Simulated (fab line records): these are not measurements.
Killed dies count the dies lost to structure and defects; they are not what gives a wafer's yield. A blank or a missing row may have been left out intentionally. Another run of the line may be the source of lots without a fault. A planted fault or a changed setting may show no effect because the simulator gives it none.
Chamber matching || flow sky130 || cmp-02 running SKY_VIA1_CMP_02: 4 sister chambers
The step polishes SiO2. 4 wafers are shown with their chamber, then 12 later ones without.

WAFERS WITH THEIR CHAMBER
{"wafer": "L084.6", "chamber": 3, "motor_current_A (A)": 10.6}
{"wafer": "L090.3", "chamber": 2, "motor_current_A (A)": 12.0}
{"wafer": "L090.5", "chamber": 1, "motor_current_A (A)": 12.3}
{"wafer": "L090.6", "chamber": 0, "motor_current_A (A)": 13.2}

WAFERS WHOSE CHAMBER IS MISSING
{"wafer": "L092.1", "motor_current_A (A)": 10.2}
{"wafer": "L092.3", "motor_current_A (A)": 12.4}
{"wafer": "L092.5", "motor_current_A (A)": 12.1}
{"wafer": "L093.2", "motor_current_A (A)": 13.8}
{"wafer": "L093.4", "motor_current_A (A)": 9.7}
{"wafer": "L093.6", "motor_current_A (A)": 10.5}
{"wafer": "L096.1", "motor_current_A (A)": 12.8}
{"wafer": "L096.3", "motor_current_A (A)": 13.0}
{"wafer": "L096.4", "motor_current_A (A)": 10.2}
{"wafer": "L097.2", "motor_current_A (A)": 12.5}
{"wafer": "L097.4", "motor_current_A (A)": 12.7}
{"wafer": "L097.5", "motor_current_A (A)": 9.9}

CHAMBER TAKEN BY EACH
{"wafer": "L092.1", "from the rows above": 3, "in truth": 3}
{"wafer": "L092.3", "from the rows above": "can't be placed: 1 or 2 or 0", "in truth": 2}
{"wafer": "L092.5", "from the rows above": "can't be placed: 2 or 1", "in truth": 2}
{"wafer": "L093.2", "from the rows above": 0, "in truth": 0}
{"wafer": "L093.4", "from the rows above": 3, "in truth": 3}
{"wafer": "L093.6", "from the rows above": 3, "in truth": 3}
{"wafer": "L096.1", "from the rows above": "can't be placed: 0 or 1 or 2", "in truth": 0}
{"wafer": "L096.3", "from the rows above": "can't be placed: 0 or 1 or 2", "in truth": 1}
{"wafer": "L096.4", "from the rows above": 3, "in truth": 3}
{"wafer": "L097.2", "from the rows above": "can't be placed: 1 or 2 or 0", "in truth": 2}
{"wafer": "L097.4", "from the rows above": "can't be placed: 1 or 0 or 2", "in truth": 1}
{"wafer": "L097.5", "from the rows above": 3, "in truth": 3}
Correct placement for 6 of the 12. Unplaceable from these rows: 6, with the true chamber sitting among the candidates in 6. Placed wrongly: 0.
How it was worked out, from the rows above alone: a wafer's distance from a chamber is the root of the sum, over the readings, of the square of ((its reading less the chamber's mean) divided by the reading's scatter). If the next closest chamber is less than 2 further off than the closest, the wafer can't be placed; otherwise it belongs to the closest. The mean given for a chamber averages the wafers shown for that chamber. The scatter (one wafer shown for each chamber): square how far every hidden wafer sits from the nearest shown wafer, average those squares and take the square root.
